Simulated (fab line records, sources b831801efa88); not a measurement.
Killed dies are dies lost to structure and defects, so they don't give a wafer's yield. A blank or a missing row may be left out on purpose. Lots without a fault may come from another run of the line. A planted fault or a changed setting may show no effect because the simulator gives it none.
Which tool did it? | flow sky130 | 14 lots, 42 wafers sampled, at 2 steps of a route of 708

WHAT THE GAUGES READ, wafer by wafer
The record holds no reading of a measuring or inspecting step that can be judged against a usual standard deviation.

WHICH TOOL RAN EACH LOT (tool, then ch and the chambers of the sampled wafers, then the start)
lot  | SKY_POLY_GATE_CLEAN_19          | SKY_PAD_OPEN_PROBE_99
L166 | wet_bench-03 ch 2, day 16 23:39 | -
L167 | wet_bench-04 ch 1, day 17 07:57 | -
L168 | wet_bench-03 ch 2, day 17 18:43 | -
L170 | wet_bench-03 ch 0, day 18 09:34 | -
L171 | wet_bench-03 ch 0, day 18 19:21 | -
L172 | wet_bench-03 ch 0, day 19 02:48 | -
L173 | wet_bench-03 ch 2, day 19 06:55 | -
L174 | wet_bench-03 ch 2, day 19 20:48 | -
L175 | wet_bench-03 ch 3, day 20 11:07 | -
L176 | wet_bench-03 ch 1, day 20 17:46 | prober-02, day 49 02:52
L180 | wet_bench-03 ch 1, day 21 21:09 | prober-02, day 49 20:52
L187 | wet_bench-03 ch 0, day 24 11:40 | -
L186 | wet_bench-01 ch 1, day 24 17:34 | -
L189 | wet_bench-01 ch 2, day 25 05:48 | -
- SKY_POLY_GATE_CLEAN_19: cleans in SC1/SC2, time 150 s.
- SKY_PAD_OPEN_PROBE_99

WHAT THE TOOLS THEMSELVES READ (means of the sampled wafers that have a number; where no wafer has one, the mark that the record gives instead)
SKY_PAD_OPEN_PROBE_99.
lot  | tool      | killed_at_M0_to_M3 | killed_at_M4_up | killed_at_contacts | killed_at_front_end | killed_at_other | killed_dies | killed_open | killed_short
L176 | prober-02 | 45                 | 3.7             | 19                 | 35                  | 0.0             | 102         | 38          | 42
L180 | prober-02 | 34                 | 2.0             | 25                 | 39                  | 0.3             | 100         | 42          | 35

THE ANSWER, worked out from the rows above alone
Rule: what is usual is taken from the lots themselves. Put in order of their means at a reading, lots are off if they are a third of the lots or fewer, leave a main group of 4 or more, and stand apart from it by a gap of 3 or more times the standard deviation of the main group's means; of several such gaps the widest counts. A main group whose means are all the same, to the digits that the tables above print for the reading, isn't used. A lot without any number at a reading at which 4 lots or more have one is off too. The other lots that the step has rows for count as sound. The gauges are gone through in route order, then the tools' own readings, and for those a lot's mean is taken as printed above. The first step at which some lot is off is used, and at that step the reading that is off furthest; a lot without a number counts as furthest.
No lot is off at any reading shown: from this, nothing can be told.

WHAT THE SIMULATOR HAD PUT IN
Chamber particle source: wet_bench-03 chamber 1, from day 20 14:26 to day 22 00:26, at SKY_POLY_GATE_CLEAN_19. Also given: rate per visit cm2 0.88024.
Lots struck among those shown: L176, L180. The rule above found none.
